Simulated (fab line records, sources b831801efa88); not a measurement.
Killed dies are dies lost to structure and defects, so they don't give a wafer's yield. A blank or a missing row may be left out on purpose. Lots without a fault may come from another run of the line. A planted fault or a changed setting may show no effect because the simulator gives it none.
Which tool did it? | flow gf180mcu | 12 lots, 36 wafers sampled, at 5 steps of a route of 602

WHAT THE GAUGES READ, wafer by wafer
GF_MIM_RS_MEAS_10: measures by four-point-probe. Usual: MIM_ALCU_RS 0.1599 ohm/sq, standard deviation 0.0017.
lot  | measured     | on            | MIM_ALCU_RS (ohm/sq) | flag
L630 | day 24 09:32 | film_metro-01 | 0.1605 0.1599 0.1607 |
L635 | day 26 06:39 | film_metro-01 | 0.1577 0.1592 0.1579 |
L638 | day 27 04:41 | film_metro-04 | 0.1602 0.1590 0.1595 |
L639 | day 27 11:46 | film_metro-04 | 0.1616 0.1602 0.1603 |
L640 | day 27 18:32 | film_metro-01 | 0.1578 0.1572 0.1602 |
L644 | day 29 02:28 | film_metro-04 | 0.1609 0.1609 0.1614 |
L645 | day 29 14:48 | film_metro-03 | 0.1565 0.1582 0.1580 |
L646 | day 29 22:33 | film_metro-01 | 0.1592 0.1644 0.1638 |
L647 | day 30 06:50 | film_metro-04 | 0.1626 0.1599 0.1608 |
L650 | day 30 16:58 | film_metro-04 | 0.1561 0.1583 0.1579 |
L652 | day 31 08:29 | film_metro-03 | 0.1595 0.1631 0.1611 |
L653 | day 31 10:34 | film_metro-04 | 0.1606 0.1600 0.1607 |

GF_V5_THK_MEAS_03. Usual: V5_CVD_02_THK 1448 nm, standard deviation 17.
lot  | measured     | on            | V5_CVD_02_THK (nm) | flag
L630 | day 26 05:38 | film_metro-01 | 1429 1470 1436     |
L635 | day 28 00:23 | film_metro-02 | 1448 1435 1461     |
L638 | day 28 21:06 | film_metro-03 | 1914 1909 1933     | OFF
L639 | day 29 04:37 | film_metro-02 | 1900 1889 1933     | OFF
L640 | day 29 10:10 | film_metro-03 | 1424 1428 1462     |
L644 | day 30 16:19 | film_metro-01 | 1455 1468 1486     |
L645 | day 31 04:29 | film_metro-01 | 1443 1419 1450     |
L646 | day 31 12:06 | film_metro-03 | 1431 1457 1454     |
L647 | day 31 18:51 | film_metro-03 | 1431 1427 1457     |
L650 | day 32 03:50 | film_metro-03 | 1436 1464 1461     |
L652 | day 32 19:01 | film_metro-02 | 1457 1458 1475     |
L653 | day 32 21:30 | film_metro-02 | 1405 1467 1429     |

WHICH TOOL RAN EACH LOT (tool, then ch and the chambers of the sampled wafers, then the start)
lot  | GF_V4_ETCH_16                      | GF_V4_STRIP_18                       | GF_V5_CVD_02
L630 | rie_diel-01 ch 0,2,3, day 24 07:43 | plasma_asher-04 ch 0,1, day 24 07:53 | pecvd-01 ch 0,2, day 26 05:31
L635 | rie_diel-04 ch 0,2,3, day 26 04:47 | plasma_asher-01 ch 0,1, day 26 04:55 | pecvd-04 ch 0,1,2, day 28 00:16
L638 | rie_diel-02 ch 2,3, day 27 02:49   | plasma_asher-01 ch 0,1, day 27 03:01 | pecvd-04 ch 1,2, day 28 20:59
L639 | rie_diel-02 ch 0,2,3, day 27 09:58 | plasma_asher-03 ch 0,1, day 27 10:06 | pecvd-04 ch 0,1,2, day 29 04:29
L640 | rie_diel-02 ch 0,2,3, day 27 16:46 | plasma_asher-04 ch 0,1, day 27 16:54 | pecvd-03 ch 0,1,2, day 29 10:03
L644 | rie_diel-01 ch 0,1,3, day 29 00:39 | plasma_asher-03 ch 0,1, day 29 00:49 | pecvd-03 ch 0,2, day 30 16:11
L645 | rie_diel-02 ch 1,3, day 29 12:58   | plasma_asher-03 ch 0,1, day 29 13:06 | pecvd-03 ch 0,1, day 31 04:20
L646 | rie_diel-02 ch 1,3, day 29 20:41   | plasma_asher-04 ch 1, day 29 20:49   | pecvd-04 ch 0,1,2, day 31 11:59
L647 | rie_diel-04 ch 1,2,3, day 30 05:04 | plasma_asher-01 ch 0,1, day 30 05:12 | pecvd-04 ch 0,2, day 31 18:44
L650 | rie_diel-04 ch 0,1,2, day 30 15:10 | plasma_asher-01 ch 0,1, day 30 15:18 | pecvd-04 ch 0,1,2, day 32 03:43
L652 | rie_diel-04 ch 0,2, day 31 06:42   | plasma_asher-04 ch 0,1, day 31 06:50 | pecvd-04 ch 0,1,2, day 32 18:53
L653 | rie_diel-02 ch 0,2,3, day 31 08:46 | plasma_asher-01 ch 0,1, day 31 08:54 | pecvd-03 ch 0,1, day 32 21:23
- GF_V4_ETCH_16: etches BARC in N2/H2.
- GF_V4_STRIP_18: strips in O2/N2.
- GF_V5_CVD_02: deposits SiO2 from TEOS, target thk 1450 nm, time 163.28 s.

WHAT THE TOOLS THEMSELVES READ (means of the sampled wafers that have a number; where no wafer has one, the mark that the record gives instead)
GF_V4_ETCH_16. Usual: drypump_motor_current_A 5.8 A, standard deviation 0.61; oes_product_au 0.855 a.u., standard deviation 0.0049; throttle_valve_pct 13.225 %, standard deviation 0.0091.
lot  | tool        | drypump_motor_current_A (A) | oes_product_au (a.u.) | throttle_valve_pct (%) | flag
L630 | rie_diel-01 | 6.1                         | 0.852                 | 13.220                 |
L635 | rie_diel-04 | 5.8                         | 0.862                 | 13.226                 |
L638 | rie_diel-02 | 5.3                         | 0.857                 | 13.225                 |
L639 | rie_diel-02 | 5.6                         | 0.853                 | 13.233                 |
L640 | rie_diel-02 | 5.6                         | 0.860                 | 13.230                 |
L644 | rie_diel-01 | 6.2                         | 0.861                 | 13.227                 |
L645 | rie_diel-02 | 5.3                         | 0.854                 | 13.225                 |
L646 | rie_diel-02 | 5.2                         | 0.851                 | 13.220                 |
L647 | rie_diel-04 | 6.4                         | 0.854                 | 13.225                 |
L650 | rie_diel-04 | 5.9                         | 0.850                 | 13.224                 |
L652 | rie_diel-04 | 5.4                         | 0.858                 | 13.229                 |
L653 | rie_diel-02 | 5.6                         | 0.854                 | 13.225                 |

GF_V4_STRIP_18. Usual: drypump_motor_current_A 5.99 A, standard deviation 0.26; heater_power_w 362 W, standard deviation 13; o2_flow_sccm 3001 sccm, standard deviation 8.9; oes_product_au 0.594 a.u., standard deviation 0.0051.
lot  | tool            | drypump_motor_current_A (A) | heater_power_w (W) | o2_flow_sccm (sccm) | oes_product_au (a.u.) | flag
L630 | plasma_asher-04 | 5.96                        | 377                | 2998                | 0.594                 |
L635 | plasma_asher-01 | 6.09                        | 360                | 2986                | 0.592                 |
L638 | plasma_asher-01 | 6.19                        | 355                | 3000                | 0.596                 |
L639 | plasma_asher-03 | 5.92                        | 355                | 2991                | 0.593                 |
L640 | plasma_asher-04 | 5.77                        | 367                | 3009                | 0.600                 |
L644 | plasma_asher-03 | 6.10                        | 355                | 3004                | 0.595                 |
L645 | plasma_asher-03 | 6.11                        | 349                | 2994                | 0.599                 |
L646 | plasma_asher-04 | 5.58                        | 364                | 3008                | 0.594                 |
L647 | plasma_asher-01 | 6.17                        | 356                | 3011                | 0.590                 |
L650 | plasma_asher-01 | 6.18                        | 355                | 2995                | 0.590                 |
L652 | plasma_asher-04 | 5.77                        | 370                | 3002                | 0.588                 |
L653 | plasma_asher-01 | 6.07                        | 360                | 3002                | 0.589                 |

GF_V5_CVD_02. Usual: heater_power_w 687 W, standard deviation 95.
lot  | tool     | heater_power_w (W) | flag
L630 | pecvd-01 | 540                |
L635 | pecvd-04 | 684                |
L638 | pecvd-04 | 694                |
L639 | pecvd-04 | 795                |
L640 | pecvd-03 | 659                |
L644 | pecvd-03 | 660                |
L645 | pecvd-03 | 728                |
L646 | pecvd-04 | 752                |
L647 | pecvd-04 | 770                |
L650 | pecvd-04 | 773                |
L652 | pecvd-04 | 716                |
L653 | pecvd-03 | 653                |

THE ANSWER, worked out from the rows above alone
Rule: a lot is off if the mean of its wafers that have a number lies more than 3 standard deviations from the usual mean. A lot without any number at a reading at which 4 lots or more have one is off too. The other lots that the step has rows for count as sound. The gauges are gone through in route order, then the tools' own readings, and for those a lot's mean is taken as printed above. The first step at which some lot is off is used, and at that step the reading that is off furthest; a lot without a number counts as furthest.
Off: L638, L639, at GF_V5_THK_MEAS_03 (V5_CVD_02_THK).
A tool fits if, at a process step before that reading, it ran every lot that is off, and no sound lot after the first of them. The gauges at GF_V5_THK_MEAS_03 are tried like those tools. None of those tried fits.

WHAT THE SIMULATOR HAD PUT IN
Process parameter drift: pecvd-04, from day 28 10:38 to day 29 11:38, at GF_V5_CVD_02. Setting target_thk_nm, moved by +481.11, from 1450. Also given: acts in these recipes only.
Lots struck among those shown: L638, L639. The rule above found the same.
